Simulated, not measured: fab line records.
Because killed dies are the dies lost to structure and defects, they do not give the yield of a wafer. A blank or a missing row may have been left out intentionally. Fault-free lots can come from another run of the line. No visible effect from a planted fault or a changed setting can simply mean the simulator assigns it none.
Comparing a struck lot with a sound one || flow sky130 || 17 out of 708 route steps
Sound: wafers L362.1, L362.3, L362.6. Struck: wafer L352.1. (L352.6 of the same lot was not struck and is left out.) The cause comes at the end.
For every step that has rows: the tool of each side, followed by ch and its chambers, followed by its first start. Under that, the readings that differ: sound wafers || struck wafers || difference of the means || sigmas: that difference in standard deviations of wafers without a fault.
alike: readings with means less than 2 such deviations apart, plus words and numbers identical on both sides. not compared: withheld readings, readings lacking a value on some wafer, bounds such as >300 that could conceal the same value, and numbers that have no deviation in the record and whose values overlap.
A row with sigmas, a row that says differs or no value, or rows on one side alone: a step with any of these is where the two part. Non-overlapping numbers with no deviation appear without sigmas and do not part them. Lack of a reading on every wafer of one side parts them only where that side has two or more wafers.

SKY_LI_CONTACT_CMP_02: polishes PSG.
  sound on cmp-01 ch 1,2,3, day 34 14:47; struck on cmp-02 ch 1, day 31 14:28
  alike: head_pressure_psi, motor_current_A, time_to_endpoint_s
SKY_LI_CONTACT_BOW_MEAS_03:
  struck on film_metro-01, day 31 14:43; sound on film_metro-02, day 34 15:02
  alike: LI_CONTACT_BOW
then, 8 steps without rows for these wafers: SKY_LI_CONTACT_DEHYDRATE_04 (time 60 s); SKY_LI_CONTACT_HMDS_05 (prime time 60 s); SKY_LI_CONTACT_COAT_06 (resist thk 60 nm); SKY_LI_CONTACT_COAT_07 (resist thk 450 nm); SKY_LI_CONTACT_SOFTBAKE_08 (time 90 s); SKY_LI_CONTACT_EXPOSE_09 (exposes mask LICM1, target cd 170 nm); SKY_LI_CONTACT_PEB_10; SKY_LI_CONTACT_DEVELOP_11 (develop time 60 s).
SKY_LI_CONTACT_CD_MEAS_12 targets a cd of 170 nm.
  struck on cd_sem-02, day 32 18:05; sound on cd_sem-02, day 35 18:11
  alike: cd_nm
SKY_LI_CONTACT_OVL_MEAS_13:
  struck on overlay-02, day 32 18:12; sound on overlay-01, day 35 18:18
  alike: LI_CONTACT_OVL
SKY_LI_CONTACT_ETCH_14: etches BARC in N2/H2, stops on SiO2, time 45.9 s, target depth 60 nm.
  sound on rie_diel-01 ch 0,3, day 35 18:20; struck on rie_diel-01 ch 0, day 32 18:14
{"reading": "oes_product_au (a.u.)", "sound": "0.860 0.863 0.858", "struck": 0.994, "difference": "+0.134", "sigmas": "+27"}
{"reading": "run_length_s (s)", "sound": "74.6 75.3 74.4", "struck": 36.0, "difference": -38.8, "sigmas": -66}
{"reading": "model.etch.depth_nm (nm)", "sound": "60.19 60.53 60.34", "struck": 10.8, "difference": -49.6, "sigmas": ""}
{"reading": "model.KrF-thick_of_LI_CONTACT_COAT_07.thk_nm (nm)", "sound": "396.3 395.2 395.7", "struck": 433.4, "difference": "+37.7", "sigmas": ""}
{"reading": "model.LI_CONTACT.cd_nm (nm)", "sound": "172.5 172.4 173.6", "struck": 164.2, "difference": -8.6, "sigmas": ""}
  alike: drypump_motor_current_A, throttle_valve_pct
  not compared: rf_hours_counter_h
SKY_LI_CONTACT_ETCH_15: etches PSG in C4F8/O2/Ar, stops on Si, target depth 600 nm.
  sound on rie_diel-01 ch 0,3, day 35 18:23; struck on rie_diel-01 ch 0, day 32 18:17
{"reading": "model.KrF-thick_of_LI_CONTACT_COAT_07.thk_nm (nm)", "sound": "237.1 238.3 235.7", "struck": 275.3, "difference": "+38.3", "sigmas": ""}
{"reading": "model.LI_CONTACT.cd_nm (nm)", "sound": "172.4 172.4 173.8", "struck": 164.3, "difference": -8.6, "sigmas": ""}
  alike: oes_product_au
SKY_LI_CONTACT_STRIP_16: strips in O2/N2.
  sound on plasma_asher-02 ch 0,1, day 35 18:28; struck on plasma_asher-04 ch 1, day 32 18:22
{"reading": "oes_product_au (a.u.)", "sound": "0.374 0.378 0.379", "struck": 0.403, "difference": "+0.026", "sigmas": "+6"}
{"reading": "strip_time_to_endpoint_s (s)", "sound": "3.58 3.58 3.54", "struck": 3.97, "difference": "+0.40", "sigmas": "+13"}
  alike: drypump_motor_current_A
  not compared: rf_hours_counter_h
then, 1 step without rows for these wafers: SKY_LI_CONTACT_CLEAN_17 (cleans in NMP, time 600 s).
-- record jumps: 16 days separate the struck wafers' starts on either side; left off in module LI_CONTACT, taken up again in module PAD_OPEN, whose first shown step is the route's number 708 --
SKY_PAD_OPEN_PROBE_99:
  struck on prober-02, day 48 08:28; sound on prober-02, day 50 12:15
{"reading": "model.etest.licon_pdiff.rc_ohm", "sound": "573.7 577.4 565.4", "struck": 731.4, "difference": "+159.2", "sigmas": ""}
{"reading": "model.etest.pfet_01v8.r_on_ohm_um", "sound": "2929 3000 2950", "struck": 3043, "difference": "+83", "sigmas": ""}
{"reading": "model.etest.pfet_g5v0d10v5.r_on_ohm_um", "sound": "4782 4844 4821", "struck": 4909, "difference": "+93", "sigmas": ""}
{"reading": "model.etest.nfet_g5v0d10v5.r_on_ohm_um", "sound": "1904 1933 1932", "struck": 1985, "difference": "+62", "sigmas": ""}
{"reading": "model.etest.nfet_01v8.r_on_ohm_um", "sound": "840.7 855.5 841.1", "struck": 884.6, "difference": "+38.8", "sigmas": ""}
{"reading": "model.etest.licon_ndiff.rc_ohm", "sound": "176.3 183.6 181.5", "struck": 280.5, "difference": "+100.0", "sigmas": ""}
{"reading": "model.etest.licon_high_po.rc_ohm", "sound": "339.3 357.8 337.5", "struck": 405.2, "difference": "+60.3", "sigmas": ""}
{"reading": "model.etest.sonos_uncharged.r_on_ohm_um", "sound": "808.5 820 796.7", "struck": 895.9, "difference": "+87.5", "sigmas": ""}
  alike: killed_at_M0_to_M3, killed_at_M4_up, killed_at_contacts, killed_at_front_end, killed_at_other, killed_dies, killed_open, killed_short

WHERE THEY PART
Last at SKY_LI_CONTACT_STRIP_16 as far as this record goes, first at SKY_LI_CONTACT_ETCH_14. Later steps at which nothing parts them and some readings are alike: SKY_PAD_OPEN_PROBE_99.

WHY: what had been put in by the simulator
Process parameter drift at SKY_LI_CONTACT_ETCH_14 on rie_diel-01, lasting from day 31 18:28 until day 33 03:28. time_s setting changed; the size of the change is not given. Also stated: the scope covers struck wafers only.
